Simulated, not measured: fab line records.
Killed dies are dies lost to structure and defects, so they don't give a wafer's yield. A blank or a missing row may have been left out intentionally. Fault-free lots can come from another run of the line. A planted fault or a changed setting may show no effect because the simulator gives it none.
Comparing a struck lot with a sound one -- flow sky130 -- 24 out of 708 route steps
Sound: wafers L474.2, L474.4, L474.6. The struck wafers were L482.3, L482.5, L482.6. Last of all comes the cause.
For every step that has rows: the tool of each side, followed by ch and its chambers, followed by its first start. Under that, the readings that differ: sound wafers -- struck wafers -- difference of the means -- sigmas: that difference in standard deviations of wafers without a fault.
alike: words and numbers the same on both sides, and readings whose means are apart by under 2 such deviations; not compared: readings that were withheld, readings missing a value for some wafer, numbers with overlapping values and no deviation given by the record, and bounds like >300 which may hide the same value.
A row with sigmas, a row that says differs or no value, or rows on one side alone: a step with any of these is where the two part. Numbers that have no deviation but don't overlap get no sigmas and don't part them. A reading missing from all wafers of one side parts the sides only when that side holds two or more wafers.

first, 8 steps without rows for these wafers: SKY_RES_XHIGH_DEHYDRATE_00 (time 60 s); SKY_RES_XHIGH_HMDS_01 (prime time 60 s); SKY_RES_XHIGH_COAT_02 (resist thk 1140 nm); SKY_RES_XHIGH_SOFTBAKE_03 (time 60 s); SKY_RES_XHIGH_EXPOSE_04 (exposes mask URPM, target cd 1270 nm); SKY_RES_XHIGH_PEB_05; SKY_RES_XHIGH_DEVELOP_06 (develop time 60 s); SKY_RES_XHIGH_IMPLANT_07.
SKY_RES_XHIGH_STRIP_08: strips in O2/N2.
  sound on plasma asher-04 ch 1, day 27 10:23; struck on plasma asher-02 ch 0,1, day 30 14:41
reading,sound,struck,difference,sigmas
drypump motor current A (A),6.1 6.1 6.1,5.4 5.2 5.4,-0.8,-2
  alike: oes product au, strip time to endpoint s
  not compared: rf hours counter h
SKY_RES_XHIGH_TW_MEAS_09:
  sound on film metro-03, day 27 10:29; struck on film metro-03, day 30 14:46
  alike: RES_XHIGH_TW
then, 2 steps without rows for these wafers: SKY_SD_N_DEHYDRATE_00 (time 60 s); SKY_SD_N_HMDS_01 (prime time 60 s).
SKY_SD_N_COAT_02: resist thk 1140 nm.
  sound on litho track-01 ch 0, day 28 00:04; struck on litho track-01 ch 0, day 31 04:03
reading,sound,struck,difference,sigmas
model.NOVOLAK_of_SD_N_COAT_02.thk nm (nm),1144 1146 1142,813.5 816.4 816.5,-328.5,
then, 3 steps without rows for these wafers: SKY_SD_N_SOFTBAKE_03 (time 60 s); SKY_SD_N_EXPOSE_04 (exposes mask NSDM, target cd 380 nm); SKY_SD_N_PEB_05.
SKY_SD_N_DEVELOP_06: develop time 60 s.
  sound on litho track-03 ch 0, day 28 14:23; struck on litho track-01 ch 0, day 31 17:33
reading,sound,struck,difference,sigmas
model.NOVOLAK_of_SD_N_COAT_02.thk nm (nm),1143 1146 1141,813.1 815.9 816.1,-328.3,
SKY_SD_N_CD_MEAS_07: the cd target is 380 nm.
  sound on cd sem-02, day 28 14:31; struck on cd sem-01, day 31 17:58
reading,sound,struck,difference,sigmas
cd nm (nm),375 373 374,423 423 422,+49,+16
  not compared: hold
SKY_SD_N_OVL_MEAS_08:
  sound on overlay-01, day 28 14:38; struck on overlay-02, day 31 20:02
reading,sound,struck,difference,sigmas
hold,- - -,await dispo/2.0h/release await dispo/2.0h/release await dispo/2.0h/release,no value on the sound wafers,
  alike: SD_N_OVL
then, 2 steps without rows for these wafers: SKY_SD_N_IMPLANT_09; SKY_SD_N_IMPLANT_10.
SKY_SD_N_STRIP_11: strips in O2/N2.
  sound on plasma asher-01 ch 1, day 28 14:58; struck on plasma asher-01 ch 0,1, day 31 20:24
reading,sound,struck,difference,sigmas
oes product au (a.u.),0.532 0.522 0.528,0.487 0.484 0.487,-0.041,-10
strip time to endpoint s (s),22.60 22.61 22.56,18.85 18.88 18.87,-3.72,-83
  alike: drypump motor current A
  not compared: rf hours counter h
SKY_SD_N_TW_MEAS_12:
  sound on film metro-02, day 28 15:04; struck on film metro-01, day 31 20:29
  alike: SD_N_TW
next, for these wafers, 1 step has no rows: SKY_PAD_OPEN_PROBE_99.

## WHERE THEY PART
Earliest at SKY_RES_XHIGH_STRIP_08; latest, in this record, at SKY_SD_N_STRIP_11. Later steps at which nothing parts them and some readings are alike: SKY_SD_N_TW_MEAS_12.

WHY: the cause the simulator had injected
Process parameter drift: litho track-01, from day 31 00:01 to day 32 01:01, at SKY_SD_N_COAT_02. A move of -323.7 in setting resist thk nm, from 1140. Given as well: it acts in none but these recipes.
